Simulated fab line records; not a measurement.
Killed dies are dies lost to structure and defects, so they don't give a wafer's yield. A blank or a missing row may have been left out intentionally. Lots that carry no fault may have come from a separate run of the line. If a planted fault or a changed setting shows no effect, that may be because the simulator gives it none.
fab line records	flow gf180mcu
record lots=15	wafers=45	lastDay=34
route steps=602 shown M2@376 V2@398
lots that met no fault: from a run of the same line without faults
startH: hours from the record's opening day to when the first of the lot's shown wafers began	waitH: how many hours have passed since the lot's step before this one	" same as the row above	L1.1+2: a row that stands for several wafers	- no value, or no start given	* or withheld: withheld	< > ~ a bound
route shown NAME@n: names a module that has steps shown in the file, with the first one's number in the route	usual: average and standard deviation across the fault-free wafers	same: alike in all rows	chamber/n: place in a boat	sites: each site's reading	_std_site: standard deviation of those values	_edge_site: outer sites' mean less inner sites'	radiusMm: how far each site lies from the wafer's centre	mask NAME#n: copy n	behind: tool/chamber where the wafer was last shaped	hold: what put the lot on hold/how long, in hours/how the hold closed	device: the n, p or np transistor that did not switch	end of line: tests of these same wafers at the route's end	for a step that has no rows: nothing shown but its recipe	killed: count of dies lost to structure and defects at first sort (not the wafer's yield)	map: per-die view of a wafer (x killed, . not killed, _ where there is no die)
set.NAME: the run value of the setting; set.NAME@STEP: its run value at that earlier step	model.NAME: the simulator's own value behind a step, which no gauge read
the route's steps for a sample of lots (tables are steps, rows are wafers)
services: the hour from which a tool's chamber was out of use, counted from the record's first day as startH (under 0 if before that day), plus the number of hours and why
## steps
# step GF_M2_CD_MEAS_14
# recipe targetCdNm=280
# usual cdNm=280.2/1
lot.wafer	tool	chamber	startH	waitH	cdNm
L184.3	cdSem-02	-	442.88	0.1	279.9
L184.5	"	-	"	"	281.3
L184.6	"	-	"	"	280.3
L186.1	cdSem-01	-	457.09	0.1	279.5
L186.2	"	-	"	"	279.5
L186.4	"	-	"	"	280.0
L188.2	cdSem-01	-	483.38	0.1	279.3
L188.4	"	-	"	"	279.5
L188.5	"	-	"	"	280.6
L189.1	cdSem-01	-	489.28	0.1	280.2
L189.2	"	-	"	"	279.9
L189.3	"	-	"	"	280.5
L190.1	cdSem-02	-	499.86	0.1	281.6
L190.4	"	-	"	"	280.2
L190.5	"	-	"	"	282.2
L195.1	cdSem-01	-	546.48	0.1	281.1
L195.2	"	-	"	"	280.6
L195.5	"	-	"	"	279.8
L196.3	cdSem-02	-	552.01	0.1	280.7
L196.5	"	-	"	"	279.9
L196.6	"	-	"	"	279.3
L197.3	cdSem-02	-	556.71	0.1	279.6
L197.5	"	-	"	"	278.9
L197.6	"	-	"	"	280.7
L199.1	cdSem-01	-	569.82	0.1	280.1
L199.5	"	-	"	"	279.7
L199.6	"	-	"	"	280.5
L198.1	cdSem-02	-	571.91	0.1	278.0
L198.4	"	-	"	"	277.8
L198.6	"	-	"	"	278.9
L200.1	cdSem-01	-	577.86	0.1	278.8
L200.3	"	-	"	"	279.3
L200.5	"	-	"	"	280.7
L203.1	cdSem-01	-	589.93	0.1	279.9
L203.4	"	-	"	"	279.4
L203.5	"	-	"	"	279.7
L205.1	cdSem-02	-	611.31	0.1	281.4
L205.4	"	-	"	"	282.6
L205.6	"	-	"	"	281.9
L206.3	cdSem-02	-	615.72	0.1	280.0
L206.4	"	-	"	"	279.9
L206.5	"	-	"	"	281.8
L207.2	cdSem-01	-	621.25	0.1	279.9
L207.4	"	-	"	"	280.3
L207.5	"	-	"	"	279.1
# step GF_V2_ETCH_16
# recipe chemistry=N2/H2	targetDepthA=withheld	overetchA=withheld	timeS=withheld	target=BARC	ionEnergyEv=200	sourceW=500	biasW=100	pressureMtorr=30	n2FlowSccm=100	h2FlowSccm=200
# usual drypumpMotorCurrentA=5.8/0.46	oesProductAu=0.855/0.0048	throttleValvePct=13.224/0.0083
lot.wafer	tool	chamber	startH	waitH	drypumpMotorCurrentA	oesProductAu	throttleValvePct
L184.3	rieDiel-01	0	468.69	0.0	5.9	0.857	13.243
L184.5	"	3	"	"	6.5	0.853	13.227
L184.6	"	2	"	"	5.4	0.857	13.224
L186.1	rieDiel-04	3	483.11	0.0	5.8	0.851	13.221
L186.2	"	0	"	"	6.2	0.858	13.215
L186.4	"	0	"	"	6.2	0.857	13.226
L188.2	rieDiel-04	3	508.29	0.0	5.8	0.851	13.221
L188.4	"	3	"	"	5.8	0.858	13.231
L188.5	"	1	"	"	4.9	0.855	13.221
L189.1	rieDiel-01	0	514.29	0.0	5.9	0.849	13.229
L189.2	"	3	"	"	6.5	0.858	13.232
L189.3	"	1	"	"	5.2	0.863	13.219
L190.1	rieDiel-02	2	525.05	0.0	5.5	0.862	13.222
L190.4	"	0	"	"	5.7	0.851	13.220
L190.5	"	0	"	"	5.7	0.852	13.229
L195.1	rieDiel-02	3	569.95	0.0	6.2	0.848	13.225
L195.2	"	2	"	"	5.5	0.859	13.227
L195.5	"	3	"	"	6.2	0.860	13.225
L196.3	rieDiel-04	2	575.59	0.0	6.1	0.856	13.236
L196.5	"	1	"	"	4.9	0.867	13.245
L196.6	"	2	"	"	6.1	0.854	13.240
L197.3	rieDiel-02	1	579.95	0.0	6.3	0.855	13.234
L197.5	"	0	"	"	5.7	0.852	13.229
L197.6	"	1	"	"	6.3	0.850	13.235
L199.1	rieDiel-01	2	592.48	0.0	5.5	0.852	13.230
L199.5	"	3	"	"	6.5	0.855	13.216
L199.6	"	2	"	"	5.4	0.850	13.226
L198.1	rieDiel-04	0	594.81	0.0	6.2	0.852	13.237
L198.4	"	1	"	"	4.9	0.854	13.220
L198.6	"	1	"	"	4.9	0.854	13.214
L200.1	rieDiel-01	0	600.54	0.0	5.9	0.852	13.228
L200.3	"	3	"	"	6.5	0.855	13.227
L200.5	"	1	"	"	5.2	0.857	13.217
L203.1	rieDiel-01	2	612.71	0.0	5.5	0.848	13.217
L203.4	"	0	"	"	5.8	0.851	13.211
L203.5	"	3	"	"	6.5	0.850	13.230
L205.1	rieDiel-02	2	633.44	0.0	5.5	0.846	13.208
L205.4	"	3	"	"	6.2	0.847	13.219
L205.6	"	2	"	"	5.5	0.857	13.235
L206.3	rieDiel-01	2	637.76	0.0	5.5	0.849	13.217
L206.4	"	3	"	"	6.5	0.857	13.219
L206.5	"	2	"	"	5.5	0.859	13.215
L207.2	rieDiel-04	3	643.19	0.0	5.8	0.860	13.221
L207.4	"	0	"	"	6.2	0.864	13.223
L207.5	"	1	"	"	4.9	0.862	13.223
# step GF_V2_THK_MEAS_25
# recipe thkMeasGauge=xrf	reads=W_of_V2_CVD_23
# usual V2_W_THK=369/7.2
lot.wafer	tool	chamber	startH	waitH	V2_W_THK[nm]
L184.3	filmMetro-03	-	469.87	0.1	380
L184.5	"	-	"	"	374
L184.6	"	-	"	"	375
L186.1	filmMetro-03	-	484.10	0.1	363
L186.2	"	-	"	"	371
L186.4	"	-	"	"	366
L188.2	filmMetro-03	-	509.29	0.1	379
L188.4	"	-	"	"	382
L188.5	"	-	"	"	381
L189.1	filmMetro-03	-	515.28	0.1	377
L189.2	"	-	"	"	378
L189.3	"	-	"	"	374
L190.1	filmMetro-04	-	526.08	0.1	361
L190.4	"	-	"	"	366
L190.5	"	-	"	"	371
L195.1	filmMetro-02	-	570.96	0.1	358
L195.2	"	-	"	"	368
L195.5	"	-	"	"	352
L196.3	filmMetro-02	-	576.60	0.1	360
L196.5	"	-	"	"	362
L196.6	"	-	"	"	366
L197.3	filmMetro-02	-	580.97	0.1	353
L197.5	"	-	"	"	357
L197.6	"	-	"	"	355
L199.1	filmMetro-03	-	593.57	0.1	385
L199.5	"	-	"	"	373
L199.6	"	-	"	"	383
L198.1	filmMetro-03	-	596.23	0.1	378
L198.4	"	-	"	"	383
L198.6	"	-	"	"	381
L200.1	filmMetro-04	-	601.56	0.1	369
L200.3	"	-	"	"	368
L200.5	"	-	"	"	366
L203.1	filmMetro-02	-	613.71	0.1	357
L203.4	"	-	"	"	360
L203.5	"	-	"	"	359
L205.1	filmMetro-04	-	634.43	0.1	364
L205.4	"	-	"	"	364
L205.6	"	-	"	"	367
L206.3	filmMetro-04	-	638.84	0.1	365
L206.4	"	-	"	"	366
L206.5	"	-	"	"	365
L207.2	filmMetro-04	-	644.53	0.1	365
L207.4	"	-	"	"	368
L207.5	"	-	"	"	361
# step GF_V2_CMP_26
# recipe stopOn=SiO2	downForcePsi=3.5	platenRpm=60	tOverpolishS=15	targetThkNm=0	padVelocityMS=0.94248
# usual edgeZonePressureFrac=1.000/0.0047	headPressurePsi=3.500/0.0075	motorCurrentA=11.0/0.64	overpolishRunS=15.000/0.0093	timeToEndpointS=85.2/2.8
lot.wafer	tool	chamber	startH	waitH	edgeZonePressureFrac	headPressurePsi	motorCurrentA	overpolishRunS	timeToEndpointS
L184.3	cmp-01	1	470.06	0.2	1.003	3.506	11.6	14.983	84.0
L184.5	"	2	"	"	1.000	3.500	11.3	15.001	83.5
L184.6	"	3	"	"	1.005	3.517	11.1	15.008	88.3
L186.1	cmp-01	2	484.16	0.1	0.995	3.494	11.1	14.982	84.3
L186.2	"	3	"	"	0.995	3.495	11.2	14.998	88.0
L186.4	"	1	"	"	1.006	3.505	11.0	14.996	83.9
L188.4	cmp-02	1	509.34	0.0	1.008	3.492	10.4	14.993	83.8
L188.2	"	2	"	"	0.998	3.498	10.4	14.995	83.0
L188.5	"	1	"	"	1.007	3.501	10.0	14.978	84.7
L189.1	cmp-02	2	515.39	0.1	1.008	3.493	9.9	15.006	84.9
L189.3	"	3	"	"	0.998	3.492	12.0	15.003	89.1
L189.2	"	0	"	"	1.002	3.490	11.2	15.006	84.8
L190.4	cmp-01	2	526.14	0.0	0.999	3.504	10.9	15.009	83.3
L190.1	"	0	"	"	1.001	3.495	11.0	14.994	88.2
L190.5	"	2	"	"	0.993	3.504	11.2	14.995	83.9
L195.1	cmp-01	1	571.30	0.3	1.002	3.497	11.3	15.014	80.3
L195.2	"	2	"	"	0.996	3.496	11.5	15.012	79.1
L195.5	"	3	"	"	0.999	3.499	11.0	14.992	85.1
L196.3	cmp-01	0	576.64	0.0	1.007	3.505	11.2	14.995	87.9
L196.5	"	0	"	"	0.997	3.493	10.7	15.012	90.0
L196.6	"	1	"	"	1.004	3.489	11.4	14.998	85.7
L197.3	cmp-02	0	581.16	0.2	-	-	-	-	-
L197.5	"	1	"	"	-	-	-	-	-
L197.6	"	2	"	"	-	-	-	-	-
L199.1	cmp-01	2	593.78	0.2	-	-	-	-	-
L199.6	"	3	"	"	-	-	-	-	-
L199.5	"	0	"	"	-	-	-	-	-
L198.4	cmp-01	3	596.29	0.0	-	-	-	-	-
L198.1	"	1	"	"	-	-	-	-	-
L198.6	"	3	"	"	-	-	-	-	-
L200.3	cmp-02	1	601.72	0.1	1.002	3.499	10.0	15.001	82.2
L200.1	"	2	"	"	1.002	3.515	10.1	15.005	82.4
L200.5	"	0	"	"	0.993	3.491	11.5	14.999	84.8
L203.4	cmp-01	2	613.77	0.0	1.000	3.486	11.7	14.998	87.0
L203.1	"	0	"	"	1.003	3.491	10.9	15.017	90.6
L203.5	"	2	"	"	1.002	3.502	11.4	15.035	84.0
L205.1	cmp-01	1	634.85	0.4	0.991	3.496	11.4	15.006	80.0
L205.4	"	2	"	"	0.996	3.505	11.3	15.003	79.2
L205.6	"	0	"	"	0.999	3.510	11.2	14.998	84.1
L206.3	cmp-02	2	638.93	0.1	1.003	3.492	9.8	15.003	81.8
L206.4	"	3	"	"	1.004	3.510	10.7	14.999	83.5
L206.5	"	2	"	"	0.997	3.505	10.3	15.004	84.1
L207.4	cmp-02	1	644.58	0.0	1.003	3.484	9.9	15.016	79.1
L207.2	"	0	"	"	0.996	3.510	12.3	15.001	84.0
L207.5	"	2	"	"	0.993	3.493	10.2	15.000	79.4
## services
tool	chamber	startH	hours	kind
rieDiel-01	-	459.79	0.6	repair
rieDiel-04	1	477.91	-	clean
rieDiel-04	1	477.91	13.5	scheduledDown
rieDiel-04	1	477.91	13.5	ventCycle
rieDiel-02	3	482.48	6.8	repair
rieDiel-04	0	505.41	-	clean
rieDiel-04	0	505.41	20.3	scheduledDown
rieDiel-04	0	505.41	20.3	ventCycle
rieDiel-02	-	527.52	1.0	repair
cmp-01	-	568.35	0.5	repair
cmp-02	-	570.14	2.7	repair
cmp-02	-	572.81	4.0	pm
cmp-02	-	576.81	-	consumableReplace:conditioner
cmp-02	-	576.81	-	consumableReplace:pad
rieDiel-01	0	578.84	7.4	repair
rieDiel-04	3	586.38	-	clean
rieDiel-04	2	591.13	4.7	repair
rieDiel-01	1	609.48	-	clean
rieDiel-01	1	609.48	17.6	scheduledDown
rieDiel-01	1	609.48	17.6	ventCycle
rieDiel-04	1	616.71	11.0	repair
rieDiel-01	0	630.49	126.8	repair
rieDiel-04	3	640.00	3.0	repair
rieDiel-02	3	643.07	2.5	repair
## key
firstSign step=GF_V2_CMP_26	reading=toolRecord	direction=missing
effect none on later readings
metAt GF_V2_CMP_26
struckLots L197,L198,L199
laterRowsLeftOut L197.3,L197.5,L197.6,L198.1,L198.4,L198.6,L199.1,L199.5,L199.6
sortLeftOut L197.3,L197.5,L197.6,L198.1,L198.4,L198.6,L199.1,L199.5,L199.6
notActingAt GF_M2_CD_MEAS_14,GF_V2_ETCH_16,GF_V2_THK_MEAS_25
onsetBetween 576.64 581.16
fault kind=skippedStepWhole	tool=cmp-01,cmp-02	chamber=-	onsetH=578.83	steps=GF_V2_CMP_26	scope=struckLotsOnly
# sortLeftOut: the simulated sort isn't trusted on such a fault, so these wafers' sort isn't shown, and their yield isn't known
# laterRowsLeftOut: the simulator's readings of these wafers behind a module that went badly wrong aren't trusted and aren't shown, but for the sort
